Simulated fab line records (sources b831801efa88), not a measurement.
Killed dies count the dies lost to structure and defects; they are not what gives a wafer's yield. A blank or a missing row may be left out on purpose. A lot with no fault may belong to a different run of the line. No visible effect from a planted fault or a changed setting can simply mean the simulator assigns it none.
Chamber matching / flow gf180mcu / GF_V2_CMP_04 on cmp-02 has 4 sister chambers
The step polishes SiO2. 8 wafers are shown with their chamber, then 8 later ones without.

## WAFERS, EACH WITH ITS CHAMBER
wafer=L359.4; chamber=3; motor current A (A)=10.6; time to endpoint s (s)=89
wafer=L362.5; chamber=2; motor current A (A)=12.7; time to endpoint s (s)=87
wafer=L363.1; chamber=1; motor current A (A)=11.0; time to endpoint s (s)=78
wafer=L363.4; chamber=3; motor current A (A)=10.9; time to endpoint s (s)=89
wafer=L364.1; chamber=0; motor current A (A)=14.7; time to endpoint s (s)=76
wafer=L364.3; chamber=1; motor current A (A)=11.2; time to endpoint s (s)=80
wafer=L364.5; chamber=2; motor current A (A)=12.6; time to endpoint s (s)=77
wafer=L365.3; chamber=0; motor current A (A)=14.6; time to endpoint s (s)=69

## WAFERS WHOSE CHAMBER IS MISSING
wafer=L365.5; motor current A (A)=11.9; time to endpoint s (s)=78
wafer=L365.6; motor current A (A)=11.2; time to endpoint s (s)=78
wafer=L366.1; motor current A (A)=10.9; time to endpoint s (s)=79
wafer=L366.4; motor current A (A)=14.5; time to endpoint s (s)=84
wafer=L366.6; motor current A (A)=10.8; time to endpoint s (s)=76
wafer=L377.1; motor current A (A)=12.7; time to endpoint s (s)=72
wafer=L377.5; motor current A (A)=13.3; time to endpoint s (s)=78
wafer=L377.6; motor current A (A)=11.3; time to endpoint s (s)=78

## WHICH CHAMBER EACH ONE RAN IN
wafer=L365.5; from the rows above=can't be placed: 2 or 1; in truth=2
wafer=L365.6; from the rows above=1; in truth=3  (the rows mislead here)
wafer=L366.1; from the rows above=can't be placed: 1 or 3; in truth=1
wafer=L366.4; from the rows above=0; in truth=0
wafer=L366.6; from the rows above=can't be placed: 1 or 3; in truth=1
wafer=L377.1; from the rows above=2; in truth=2
wafer=L377.5; from the rows above=2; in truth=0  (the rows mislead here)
wafer=L377.6; from the rows above=1; in truth=1
Correctly placed: 3 of 8. Not placeable from these rows: 3 (in 3, the candidates include the true chamber). 2 placed wrongly.
How it was worked out, from the rows above alone: a wafer's distance from a chamber is the root of the sum, over the readings, of the square of ((its reading less the chamber's mean) divided by the reading's scatter). The wafer belongs to the nearest chamber; if the next one is less than 2 further off, it can't be placed. For every chamber, the mean is computed from those of its wafers that are shown. The scatter: take each reading less its chamber's mean, square it, sum over the shown wafers, divide by the number of wafers less the number of chambers, and take the root.
